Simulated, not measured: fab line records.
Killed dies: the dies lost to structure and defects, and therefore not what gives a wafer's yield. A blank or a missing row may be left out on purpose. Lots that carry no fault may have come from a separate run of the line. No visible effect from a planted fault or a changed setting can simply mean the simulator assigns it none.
fab line records | flow gf180mcu
record: lots: 14 | wafers: 42 | last_day: 34
route steps=602 shown V1@340 M2@373 V2@383
lots untouched by any fault: they come from a run of this same line in which no faults occurred
start_h: start of the lot's first displayed wafer, in hours after the record's first day | wait_h: time in hours since the lot's previous step | " as in the row above | L1.1+2: a row that stands for several wafers | - no value, or no start was given | * or withheld: withheld | < > ~ a bound
route shown NAME@n: names a module that has steps shown in the file, with the first one's number in the route | usual: average and standard deviation across the fault-free wafers | same: alike in all rows | chamber/n: place in a boat | sites: the reading at each site | _std_site: standard deviation of those values | _edge_site: outer sites' mean less inner sites' | radius_mm: for every site, how far away it sits from the centre of the wafer | mask NAME#n: copy n | behind: tool/chamber where the wafer was last shaped | hold: reason for holding the lot/hours on hold/outcome of the hold | device: whichever transistor did not switch (one of n, p or np) | end of line: tests run on the same wafers once the route is complete | step lacking rows: just its recipe | killed: dies lost to structure and defects at the first sort, not the wafer's yield | map: shows each die of a wafer: x if killed, . if not, _ if none is there
set.NAME: the setting as run; set.NAME@STEP: as run at that earlier step | model.NAME: the simulator's own value behind a step, which no gauge read
a sample of lots followed through the steps of the route, with each step as a table and each wafer as a row
services: a tool's chamber out of use, with start hour (start_h, from the record's first day; less than 0 if before it), hours out, and reason
== steps ==
step: GF_V1_BOW_MEAS_05
recipe: mode: bow
usual: V1_BOW: 81/7.5
lot.wafer | tool          | chamber | start_h | wait_h | V1_BOW[um]
L141.3    | film_metro-01 | -       | 389.72  | 0.1    | 89
L141.5    | "             | -       | "       | "      | 76
L141.6    | "             | -       | "       | "      | 79
L142.1    | film_metro-02 | -       | 401.94  | 0.1    | 91
L142.2    | "             | -       | "       | "      | 85
L142.5    | "             | -       | "       | "      | 87
L144.3    | film_metro-01 | -       | 419.51  | 0.2    | 78
L144.5    | "             | -       | "       | "      | 79
L144.6    | "             | -       | "       | "      | 85
L146.1    | film_metro-04 | -       | 436.13  | 0.2    | 87
L146.4    | "             | -       | "       | "      | 80
L146.5    | "             | -       | "       | "      | 80
L147.1    | film_metro-02 | -       | 455.93  | 0.1    | 71
L147.4    | "             | -       | "       | "      | 73
L147.5    | "             | -       | "       | "      | 80
L149.1    | film_metro-01 | -       | 463.10  | 0.1    | 70
L149.2    | "             | -       | "       | "      | 79
L149.3    | "             | -       | "       | "      | 75
L151.1    | film_metro-04 | -       | 478.86  | 0.2    | 83
L151.2    | "             | -       | "       | "      | 95
L151.3    | "             | -       | "       | "      | 97
L150.1    | film_metro-04 | -       | 481.20  | 0.2    | 83
L150.2    | "             | -       | "       | "      | 82
L150.6    | "             | -       | "       | "      | 79
L152.1    | film_metro-01 | -       | 498.30  | 0.1    | 72
L152.3    | "             | -       | "       | "      | 85
L152.4    | "             | -       | "       | "      | 83
L153.4    | film_metro-04 | -       | 502.31  | 0.2    | 97
L153.5    | "             | -       | "       | "      | 91
L153.6    | "             | -       | "       | "      | 87
L155.1    | film_metro-02 | -       | 515.64  | 0.1    | 82
L155.2    | "             | -       | "       | "      | 91
L155.3    | "             | -       | "       | "      | 70
L156.1    | film_metro-04 | -       | 522.87  | 0.2    | 90
L156.2    | "             | -       | "       | "      | 75
L156.6    | "             | -       | "       | "      | 80
L157.1    | film_metro-04 | -       | 527.59  | 0.1    | 67
L157.3    | "             | -       | "       | "      | 70
L157.6    | "             | -       | "       | "      | 82
L164.1    | film_metro-02 | -       | 590.74  | 0.1    | 79
L164.2    | "             | -       | "       | "      | 84
L164.4    | "             | -       | "       | "      | 67
step: GF_V1_OVL_MEAS_15
usual: V1_OVL: 2/5
lot.wafer | tool       | chamber | start_h | wait_h | V1_OVL[nm]
L141.3    | overlay-02 | -       | 413.36  | 0.1    | 11
L141.5    | "          | -       | "       | "      | 7
L141.6    | "          | -       | "       | "      | 1
L142.1    | overlay-02 | -       | 426.13  | 0.1    | 4
L142.2    | "          | -       | "       | "      | 1
L142.5    | "          | -       | "       | "      | 9
L144.3    | overlay-01 | -       | 444.35  | 0.1    | -7
L144.5    | "          | -       | "       | "      | 5
L144.6    | "          | -       | "       | "      | -2
L146.1    | overlay-01 | -       | 460.73  | 0.1    | 2
L146.4    | "          | -       | "       | "      | 5
L146.5    | "          | -       | "       | "      | -1
L147.1    | overlay-02 | -       | 480.29  | 0.1    | 4
L147.4    | "          | -       | "       | "      | 5
L147.5    | "          | -       | "       | "      | 0
L149.1    | overlay-01 | -       | 487.39  | 0.1    | -2
L149.2    | "          | -       | "       | "      | 2
L149.3    | "          | -       | "       | "      | 6
L151.1    | overlay-01 | -       | 502.30  | 0.1    | -7
L151.2    | "          | -       | "       | "      | 0
L151.3    | "          | -       | "       | "      | -2
L150.1    | overlay-01 | -       | 505.85  | 0.1    | 6
L150.2    | "          | -       | "       | "      | -5
L150.6    | "          | -       | "       | "      | -6
L152.1    | overlay-01 | -       | 522.20  | 0.1    | 0
L152.3    | "          | -       | "       | "      | 2
L152.4    | "          | -       | "       | "      | 0
L153.4    | overlay-01 | -       | 525.80  | 0.1    | 11
L153.5    | "          | -       | "       | "      | 5
L153.6    | "          | -       | "       | "      | 7
L155.1    | overlay-02 | -       | 538.43  | 0.1    | 8
L155.2    | "          | -       | "       | "      | -2
L155.3    | "          | -       | "       | "      | 5
L156.1    | overlay-01 | -       | 545.20  | 0.1    | 3
L156.2    | "          | -       | "       | "      | -2
L156.6    | "          | -       | "       | "      | 3
L157.1    | overlay-02 | -       | 549.40  | 0.1    | -3
L157.3    | "          | -       | "       | "      | -3
L157.6    | "          | -       | "       | "      | -3
L164.1    | overlay-01 | -       | 611.95  | 0.1    | 6
L164.2    | "          | -       | "       | "      | 6
L164.4    | "          | -       | "       | "      | 2
step: GF_M2_EXPOSE_11
recipe: mask_id: Metal2 | target_cd_nm: 280 | na: 0.68 | source_shape: conventional | sigma_outer: 0.6 | dose_mj: 28
same: sigma_outer: 0.6
lot.wafer  | tool           | chamber | start_h | wait_h | mask
L141.3+5+6 | krf_scanner-02 | 0       | 427.56  | -      | Metal2#0
L142.1+2+5 | krf_scanner-01 | 0       | 440.49  | -      | Metal2#0
L144.3+5+6 | krf_scanner-02 | 0       | 458.13  | -      | Metal2#0
L146.1+4+5 | krf_scanner-02 | 0       | 473.72  | -      | Metal2#0
L147.1+4+5 | krf_scanner-02 | 0       | 494.62  | -      | Metal2#0
L149.1+2+3 | krf_scanner-02 | 0       | 501.50  | -      | Metal2#0
L151.1+2+3 | krf_scanner-02 | 0       | 515.37  | -      | Metal2#0
L150.1+2+6 | krf_scanner-02 | 0       | 519.17  | -      | Metal2#0
L152.1+3+4 | krf_scanner-02 | 0       | 535.87  | -      | Metal2#0
L153.4+5+6 | krf_scanner-02 | 0       | 538.33  | -      | Metal2#0
L155.1+2+3 | krf_scanner-01 | 0       | 552.46  | -      | Metal2#0
L156.1+2+6 | krf_scanner-02 | 0       | 558.44  | -      | Metal2#0
L157.1+3+6 | krf_scanner-02 | 0       | 562.37  | -      | Metal2#0
L164.1+2+4 | krf_scanner-01 | 0       | 624.19  | -      | Metal2#0
step: GF_M2_CD_MEAS_14
recipe: target_cd_nm: 280
usual: cd_nm: 280.4/1.1
lot.wafer | tool      | chamber | start_h | wait_h | hold                     | cd_nm
L141.3    | cd_sem-02 | -       | 439.37  | 0.1    | -                        | 280.9
L141.5    | "         | -       | "       | "      | -                        | 279.6
L141.6    | "         | -       | "       | "      | -                        | 280.6
L142.1    | cd_sem-01 | -       | 452.43  | 0.1    | -                        | 280.9
L142.2    | "         | -       | "       | "      | -                        | 280.4
L142.5    | "         | -       | "       | "      | -                        | 280.7
L144.3    | cd_sem-01 | -       | 470.17  | 0.1    | -                        | 281.4
L144.5    | "         | -       | "       | "      | -                        | 281.0
L144.6    | "         | -       | "       | "      | -                        | 281.1
L146.1    | cd_sem-02 | -       | 485.71  | 0.1    | -                        | 279.2
L146.4    | "         | -       | "       | "      | -                        | 279.1
L146.5    | "         | -       | "       | "      | -                        | 279.5
L147.1    | cd_sem-02 | -       | 506.56  | 0.1    | -                        | 279.5
L147.4    | "         | -       | "       | "      | -                        | 279.5
L147.5    | "         | -       | "       | "      | -                        | 280.6
L149.1    | cd_sem-01 | -       | 512.67  | 0.1    | -                        | 280.0
L149.2    | "         | -       | "       | "      | -                        | 280.8
L149.3    | "         | -       | "       | "      | -                        | 281.3
L151.1    | cd_sem-01 | -       | 527.17  | 0.1    | -                        | 282.1
L151.2    | "         | -       | "       | "      | -                        | 280.6
L151.3    | "         | -       | "       | "      | -                        | 281.2
L150.1    | cd_sem-02 | -       | 530.92  | 0.1    | -                        | 279.4
L150.2    | "         | -       | "       | "      | -                        | 279.4
L150.6    | "         | -       | "       | "      | -                        | 280.4
L152.1    | cd_sem-02 | -       | 546.62  | 0.1    | -                        | 279.1
L152.3    | "         | -       | "       | "      | -                        | 279.5
L152.4    | "         | -       | "       | "      | -                        | 278.6
L153.4    | cd_sem-01 | -       | 549.48  | 0.1    | -                        | 282.1
L153.5    | "         | -       | "       | "      | -                        | 281.5
L153.6    | "         | -       | "       | "      | -                        | 281.8
L155.1    | cd_sem-02 | -       | 562.67  | 0.1    | -                        | 281.0
L155.2    | "         | -       | "       | "      | -                        | 281.7
L155.3    | "         | -       | "       | "      | -                        | 279.9
L156.1    | cd_sem-01 | -       | 568.97  | 0.1    | await_dispo/0.2h/release | 247.6
L156.2    | "         | -       | "       | "      | await_dispo/0.2h/release | 249.7
L156.6    | "         | -       | "       | "      | await_dispo/0.2h/release | 266.4
L156.1    | cd_sem-01 | -       | 569.25  | 0.3    | -                        | 248.0
L156.2    | "         | -       | "       | "      | -                        | 249.9
L156.6    | "         | -       | "       | "      | -                        | 266.0
L157.1    | cd_sem-02 | -       | 573.62  | 0.1    | await_dispo/0.2h/release | 247.7
L157.3    | "         | -       | "       | "      | await_dispo/0.2h/release | 271.3
L157.6    | "         | -       | "       | "      | await_dispo/0.2h/release | 251.5
L157.1    | cd_sem-02 | -       | 573.91  | 0.3    | -                        | 247.9
L157.3    | "         | -       | "       | "      | -                        | 271.6
L157.6    | "         | -       | "       | "      | -                        | 251.4
L164.1    | cd_sem-01 | -       | 634.42  | 0.1    | -                        | 280.8
L164.2    | "         | -       | "       | "      | -                        | 281.1
L164.4    | "         | -       | "       | "      | -                        | 281.2
step: GF_V2_THK_MEAS_01
recipe: reads: SiO2_of_V2_CVD_00
usual: V2_CVD_00_THK: 600/6.1
lot.wafer | tool          | chamber | start_h | wait_h | V2_CVD_00_THK[nm]
L141.3    | film_metro-01 | -       | 440.25  | 0.1    | 598
L141.5    | "             | -       | "       | "      | 603
L141.6    | "             | -       | "       | "      | 602
L142.1    | film_metro-03 | -       | 453.42  | 0.0    | 598
L142.2    | "             | -       | "       | "      | 594
L142.5    | "             | -       | "       | "      | 594
L144.3    | film_metro-04 | -       | 471.54  | 0.1    | 606
L144.5    | "             | -       | "       | "      | 598
L144.6    | "             | -       | "       | "      | 599
L146.1    | film_metro-01 | -       | 486.64  | 0.0    | 605
L146.4    | "             | -       | "       | "      | 599
L146.5    | "             | -       | "       | "      | 603
L147.1    | film_metro-01 | -       | 507.55  | 0.0    | 604
L147.4    | "             | -       | "       | "      | 599
L147.5    | "             | -       | "       | "      | 598
L149.1    | film_metro-04 | -       | 513.89  | 0.0    | 601
L149.2    | "             | -       | "       | "      | 602
L149.3    | "             | -       | "       | "      | 604
L151.1    | film_metro-04 | -       | 528.16  | 0.0    | 601
L151.2    | "             | -       | "       | "      | 593
L151.3    | "             | -       | "       | "      | 601
L150.1    | film_metro-03 | -       | 531.89  | 0.0    | 607
L150.2    | "             | -       | "       | "      | 600
L150.6    | "             | -       | "       | "      | 609
L152.1    | film_metro-04 | -       | 547.51  | 0.0    | 592
L152.3    | "             | -       | "       | "      | 603
L152.4    | "             | -       | "       | "      | 596
L153.4    | film_metro-03 | -       | 550.71  | 0.1    | 610
L153.5    | "             | -       | "       | "      | 611
L153.6    | "             | -       | "       | "      | 601
L155.1    | film_metro-03 | -       | 563.55  | 0.0    | 592
L155.2    | "             | -       | "       | "      | 594
L155.3    | "             | -       | "       | "      | 601
L156.1    | film_metro-04 | -       | 574.39  | 0.0    | 604
L156.2    | "             | -       | "       | "      | 609
L156.6    | "             | -       | "       | "      | 611
L157.1    | film_metro-04 | -       | 576.69  | 0.0    | 593
L157.3    | "             | -       | "       | "      | 592
L157.6    | "             | -       | "       | "      | 597
L164.1    | film_metro-01 | -       | 635.30  | 0.0    | 597
L164.2    | "             | -       | "       | "      | 600
L164.4    | "             | -       | "       | "      | 605
== services ==
tool           | chamber | start_h | hours | kind
krf_scanner-02 | 0       | 406.72  | -     | calibration
krf_scanner-01 | -       | 418.78  | 21.0  | pm
krf_scanner-02 | -       | 435.86  | 6.1   | repair
krf_scanner-01 | -       | 442.09  | 1.0   | pm
krf_scanner-01 | -       | 443.09  | 0.8   | pm
krf_scanner-02 | -       | 443.84  | 1.0   | pm
krf_scanner-02 | -       | 444.84  | 4.4   | pm
krf_scanner-02 | -       | 449.22  | 0.8   | pm
krf_scanner-02 | -       | 449.97  | 1.3   | pm
krf_scanner-01 | -       | 461.97  | 11.6  | pm
krf_scanner-01 | -       | 473.52  | 4.4   | pm
krf_scanner-01 | -       | 492.30  | 1.3   | pm
krf_scanner-01 | 0       | 505.50  | -     | calibration
krf_scanner-01 | -       | 526.95  | 2.8   | repair
krf_scanner-02 | -       | 537.98  | 0.2   | repair
krf_scanner-02 | 0       | 576.34  | -     | calibration
krf_scanner-01 | -       | 591.88  | 1.0   | pm
krf_scanner-01 | -       | 595.08  | 0.8   | pm
krf_scanner-02 | -       | 603.59  | 1.0   | pm
krf_scanner-02 | -       | 610.51  | 0.8   | pm
krf_scanner-01 | -       | 614.07  | 1.9   | repair
krf_scanner-02 | -       | 618.62  | 1.3   | pm
== key ==
first_sign: step: GF_M2_CD_MEAS_14 | reading: visit | direction: added
effect: step: GF_M2_CD_MEAS_14 | reading: cd_nm | direction: down | sigmas: 22 | usual: 280.4 | struck: 255.7
met_at GF_M2_EXPOSE_11
struck_lots L156,L157
sort_left_out L156.1,L156.2,L156.6,L157.1,L157.3,L157.6
not_acting_at GF_V1_BOW_MEAS_05,GF_V1_OVL_MEAS_15,GF_V2_THK_MEAS_01
onset_between 538.33 558.44
fault: kind: process_parameter_drift | tool: krf_scanner-02 | chamber: - | onset_h: 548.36 | steps: GF_M2_EXPOSE_11 | channel: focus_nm | offset: 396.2 | spread_by_wafer: 0.3 | shape: step | end_h: 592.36
sort_left_out: the simulated sort isn't trusted on such a fault, so these wafers' sort isn't shown, and their yield isn't known
